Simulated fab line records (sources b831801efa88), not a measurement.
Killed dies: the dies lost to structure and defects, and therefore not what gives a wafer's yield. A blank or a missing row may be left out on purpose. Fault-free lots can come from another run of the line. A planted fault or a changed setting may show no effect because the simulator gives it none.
A single fault, viewed from 2 desks	flow sfq_line	each desk holds nothing but its own numbers, with what lay behind them at the end

AT THE METROLOGY DESK
What the gauges read, lot by lot, whatever tool the lot ran on: means of the sampled wafers that have a number. If a lot's mean is further than 4 standard deviations from the usual mean, the lot is out of limits and carries the mark OUT (the distance appears in the brackets).
Columns: A = M1_OVL at SFQ_M1_OVL_MEAS_911, usual -1 nm; B = I1_BOW at SFQ_I1_BOW_MEAS_912, usual 1 um; C = I1_OVL at SFQ_I1_OVL_MEAS_913, usual -2 nm
lot	first seen here	A	B	C
L971	day 19 10:18	-4	2	1
L982	day 23 22:33	-3	3	2
L983	day 23 23:45	-6	3	-10
L984	day 24 01:38	-4	-9	-7
L987	day 32 04:44	-1	-6	1
L990	day 32 19:51	5	3	0
This desk's verdict: no lot among the 6 shows anything out of limits.

DESK OF THE TOOL OWNER: litho_track-03
The tool's own readings at SFQ_TRILAYER_I1_VIA_LITHO_COAT_049 (resist thk 650 nm): means of the sampled wafers that have a number, for each lot that ran on this tool. If a lot's mean is further than 4 standard deviations from the usual mean, the lot is out of limits and carries the mark OUT (the distance appears in the brackets).
Columns: A = spin_speed_rpm at SFQ_TRILAYER_I1_VIA_LITHO_COAT_049, usual 2999.6 rpm
lot	first seen here	A
L982	day 24 05:04	2937.8 (-29) OUT
L983	day 24 06:20	2936.2 (-30) OUT
L990	day 33 15:25	3001.3
This desk's finding: out of limits on L982, L983; first on L982, day 24 05:04 (spin_speed_rpm at SFQ_TRILAYER_I1_VIA_LITHO_COAT_049). In limits: L990.

TAKEN TOGETHER
On L982, L983, at day 24 05:04, an alarm was possible from the tool owner's desk.
The metrology desk saw nothing out of limits.
The metrology desk has L982, L983 on record, within its limits.
The lots listed all ran SFQ_TRILAYER_I1_VIA_LITHO_COAT_049 on litho_track-03.

WHAT WAS PUT IN BY THE SIMULATOR
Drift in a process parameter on litho_track-03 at SFQ_TRILAYER_I1_VIA_LITHO_COAT_049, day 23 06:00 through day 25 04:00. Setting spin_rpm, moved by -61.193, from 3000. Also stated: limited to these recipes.
Struck lots among those shown: L982, L983.
Delay in hours, fault start to first out-of-limits reading, by desk: the tool owner's desk at 23.
